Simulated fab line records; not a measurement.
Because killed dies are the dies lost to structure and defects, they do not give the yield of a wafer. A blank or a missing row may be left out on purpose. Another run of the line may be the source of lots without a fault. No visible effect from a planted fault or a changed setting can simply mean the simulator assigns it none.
Which tool is to blame?	flow sky130	24 lots with 72 wafers sampled at 5 steps, on a route of 708 steps

## WHAT THE GAUGES SHOWED, per wafer
SKY_VIA2_OVL_MEAS_13. Usual: VIA2_OVL 1 nm, standard deviation 5.
lot	measured	on	VIA2_OVL (nm)	flag
L074	day 36 06:42	overlay-02	2 2 7	
L075	day 36 08:46	overlay-01	7 4 3	
L076	day 36 22:18	overlay-02	0 1 -2	
L077	day 36 23:27	overlay-02	3 -6 -1	
L078	day 37 11:12	overlay-02	1 11 -3	
L079	day 37 20:55	overlay-01	-4 -5 -9	
L080	day 38 04:58	overlay-02	2 -5 1	
L081	day 38 06:42	overlay-01	0 5 8	
L083	day 39 16:00	overlay-02	-4 -1 2	
L082	day 39 16:56	overlay-01	-8 -1 -1	
L085	day 39 18:39	overlay-01	12 -3 5	
L084	day 39 19:00	overlay-01	1 5 -2	
L086	day 39 22:52	overlay-01	1 5 9	
L087	day 40 04:42	overlay-01	3 13 2	
L088	day 40 15:42	overlay-01	5 1 9	
L089	day 41 01:51	overlay-02	4 3 8	
L090	day 41 01:58	overlay-01	-7 -1 -6	
L092	day 41 11:50	overlay-01	-2 1 -8	
L091	day 41 12:34	overlay-02	-2 -2 1	
L093	day 41 18:30	overlay-02	1 -10 -2	
L094	day 41 23:11	overlay-02	3 -2 -1	
L095	day 42 05:39	overlay-02	2 1 4	
L096	day 42 15:50	overlay-01	2 3 4	
L097	day 42 18:17	overlay-02	-2 -2 -4	

SKY_VIA2_RS_MEAS_22: the measuring method here is four-point-probe. Usual: VIA2_W_RS 0.270 ohm/sq, standard deviation 0.0031.
lot	measured	on	VIA2_W_RS (ohm/sq)	flag
L074	day 36 07:40	film metro-02	0.273 0.268 0.269	
L075	day 36 09:43	film metro-01	0.271 0.271 0.274	
L076	day 36 23:15	film metro-04	0.268 0.269 0.267	
L077	day 37 00:23	film metro-04	0.270 0.267 0.267	
L078	day 37 12:07	film metro-01	0.275 0.276 0.270	
L079	day 37 21:50	film metro-01	0.268 0.269 0.265	
L080	day 38 05:54	film metro-02	0.272 0.267 0.270	
L081	day 38 07:41	film metro-02	0.270 0.268 0.270	
L083	day 39 16:56	film metro-01	0.270 0.268 0.270	
L082	day 39 17:52	film metro-02	0.269 0.271 0.273	
L085	day 39 19:35	film metro-01	0.268 0.267 0.269	
L084	day 39 19:55	film metro-02	0.266 0.268 0.269	
L086	day 39 23:47	film metro-04	0.275 0.281 0.277	
L087	day 40 05:37	film metro-02	0.272 0.268 0.266	
L088	day 40 16:37	film metro-02	0.270 0.268 0.266	
L089	day 41 02:46	film metro-01	0.271 0.267 0.268	
L090	day 41 02:55	film metro-04	0.270 0.269 0.268	
L092	day 41 12:49	film metro-01	0.268 0.268 0.270	
L091	day 41 13:31	film metro-04	0.269 0.267 0.270	
L093	day 41 19:28	film metro-01	0.267 0.267 0.266	
L094	day 42 00:10	film metro-02	0.267 0.268 0.268	
L095	day 42 06:37	film metro-02	0.275 0.274 0.275	
L096	day 42 16:46	film metro-02	0.272 0.270 0.268	
L097	day 42 19:14	film metro-04	0.274 0.274 0.273	

SKY_CAP2M_OVL_MEAS_12. Usual: CAP2M_OVL 1.1 nm, standard deviation 1.4.
lot	measured	on	CAP2M_OVL (nm)	flag
L074	day 40 16:50	overlay-02	-0.4 -0.7 0.3	
L075	day 40 18:41	overlay-02	3.3 3.6 2.8	
L076	day 41 06:20	overlay-02	0.5 -1.3 -0.2	
L077	day 41 08:38	overlay-02	0.3 0.8 -0.5	
L078	day 41 19:53	overlay-02	2.1 1.2 0.3	
L079	day 42 03:47	overlay-01	-0.3 1.8 1.4	
L080	day 42 11:29	overlay-01	1.5 2.8 0.8	
L081	day 42 12:41	overlay-02	3.4 3.2 2.1	
L083	day 43 19:55	overlay-01	1.7 0.0 2.1	
L082	day 43 22:11	overlay-02	2.5 4.0 2.1	
L085	day 43 23:16	overlay-01	1.5 1.3 -0.3	
L084	day 43 22:58	overlay-02	-1.2 0.7 -1.1	
L086	day 44 02:53	overlay-02	3.4 2.0 1.5	
L087	day 44 08:49	overlay-01	1.5 3.3 0.3	
L088	day 44 17:44	overlay-01	1.5 0.9 1.0	
L089	day 45 03:32	overlay-02	2.8 0.2 2.0	
L090	day 45 04:38	overlay-01	1.2 1.2 0.5	
L092	day 45 10:14	overlay-02	1.1 -2.1 0.1	
L091	day 45 11:41	overlay-02	3.5 1.4 2.4	
L093	day 45 18:02	overlay-02	2.5 1.5 0.4	
L094	day 45 23:38	overlay-02	1.2 1.0 2.9	
L095	day 46 05:44	overlay-01	-1.7 -0.6 0.0	
L096	day 46 14:04	overlay-01	1.1 1.2 1.4	
L097	day 46 15:10	overlay-02	1.5 0.9 0.5	

## WHICH TOOL RAN EACH LOT (tool, then ch and the chambers of the sampled wafers, then the start)
lot	SKY_METAL3_SPUTTER_03	SKY_VIA3_SPUTTER_20
L074	pvd sputter-03, day 36 08:14	pvd sputter-01, day 39 16:05
L075	pvd sputter-04, day 36 10:16	pvd sputter-02, day 39 17:19
L076	pvd sputter-03, day 36 23:49	pvd sputter-01, day 40 05:23
L077	pvd sputter-03, day 37 00:58	pvd sputter-03, day 40 07:57
L078	pvd sputter-04, day 37 12:41	pvd sputter-03, day 40 18:50
L079	pvd sputter-01, day 37 22:23	pvd sputter-03, day 41 02:55
L080	pvd sputter-01, day 38 06:27	pvd sputter-03, day 41 11:37
L081	pvd sputter-04, day 38 08:16	pvd sputter-03, day 41 12:55
L083	pvd sputter-01, day 39 17:29	pvd sputter-01, day 42 20:19
L082	pvd sputter-04, day 39 18:26	pvd sputter-03, day 42 22:26
L085	pvd sputter-01, day 39 20:08	pvd sputter-02, day 42 23:22
L084	pvd sputter-04, day 39 20:29	pvd sputter-02, day 42 23:01
L086	pvd sputter-03, day 40 00:20	pvd sputter-01, day 43 03:08
L087	pvd sputter-03, day 40 06:11	pvd sputter-03, day 43 09:02
L088	pvd sputter-01, day 40 17:11	pvd sputter-01, day 43 18:41
L089	pvd sputter-01, day 41 03:20	pvd sputter-02, day 44 04:46
L090	pvd sputter-04, day 41 03:31	pvd sputter-02, day 44 05:14
L092	pvd sputter-01, day 41 13:22	pvd sputter-01, day 44 11:50
L091	pvd sputter-01, day 41 14:03	pvd sputter-01, day 44 13:26
L093	pvd sputter-01, day 41 20:02	pvd sputter-03, day 44 19:19
L094	pvd sputter-04, day 42 00:42	pvd sputter-03, day 45 00:47
L095	pvd sputter-01, day 42 07:11	pvd sputter-03, day 45 07:28
L096	pvd sputter-01, day 42 17:20	pvd sputter-03, day 45 16:09
L097	pvd sputter-04, day 42 19:47	pvd sputter-02, day 45 17:11
- SKY_METAL3_SPUTTER_03: material Ti, target thk 5 nm, time 3.3 s.
- SKY_VIA3_SPUTTER_20: material TiN, target thk 20 nm, time 80 s.

## WHAT THE TOOLS THEMSELVES READ (means of the sampled wafers that have a number; where no wafer has one, the mark that the record gives instead)
SKY_METAL3_SPUTTER_03. Usual: 30.3 % for throttle valve pct, sd 0.97.
lot	tool	throttle valve pct (%)	flag
L074	pvd sputter-03	30.1	
L075	pvd sputter-04	30.8	
L076	pvd sputter-03	29.8	
L077	pvd sputter-03	29.7	
L078	pvd sputter-04	30.2	
L079	pvd sputter-01	31.0	
L080	pvd sputter-01	30.5	
L081	pvd sputter-04	29.8	
L083	pvd sputter-01	30.8	
L082	pvd sputter-04	30.4	
L085	pvd sputter-01	31.0	
L084	pvd sputter-04	29.6	
L086	pvd sputter-03	30.3	
L087	pvd sputter-03	30.4	
L088	pvd sputter-01	30.9	
L089	pvd sputter-01	31.2	
L090	pvd sputter-04	29.2	
L092	pvd sputter-01	31.2	
L091	pvd sputter-01	30.9	
L093	pvd sputter-01	31.3	
L094	pvd sputter-04	29.3	
L095	pvd sputter-01	30.4	
L096	pvd sputter-01	31.3	
L097	pvd sputter-04	29.8	

SKY_VIA3_SPUTTER_20. Usual: 30.2 % for throttle valve pct, sd 0.68.
lot	tool	throttle valve pct (%)	flag
L074	pvd sputter-01	31.4	
L075	pvd sputter-02	29.6	
L076	pvd sputter-01	30.7	
L077	pvd sputter-03	29.8	
L078	pvd sputter-03	30.0	
L079	pvd sputter-03	30.3	
L080	pvd sputter-03	30.1	
L081	pvd sputter-03	29.9	
L083	pvd sputter-01	31.1	
L082	pvd sputter-03	29.9	
L085	pvd sputter-02	29.9	
L084	pvd sputter-02	29.5	
L086	pvd sputter-01	30.8	
L087	pvd sputter-03	30.2	
L088	pvd sputter-01	30.8	
L089	pvd sputter-02	29.8	
L090	pvd sputter-02	29.7	
L092	pvd sputter-01	31.1	
L091	pvd sputter-01	31.3	
L093	pvd sputter-03	29.9	
L094	pvd sputter-03	30.4	
L095	pvd sputter-03	30.1	
L096	pvd sputter-03	30.0	
L097	pvd sputter-02	29.6	

## THE ANSWER, worked out from the rows above alone
Rule: lot off if the mean of its wafers having a number is beyond 3 standard deviations from the usual mean. Also off: a lot with no number at a reading for which 4 or more lots have one. Where the step has rows for the other lots, those lots are counted as sound. After the gauges, taken in route order, come the tools' own readings; for these a lot's mean is taken, as printed above. At the first step where some lot is off, the reading lying furthest off is the one used; lots without a number count as furthest.
Nothing can be told from this: no lot is off at any reading shown.

## WHAT THE SIMULATOR PUT IN
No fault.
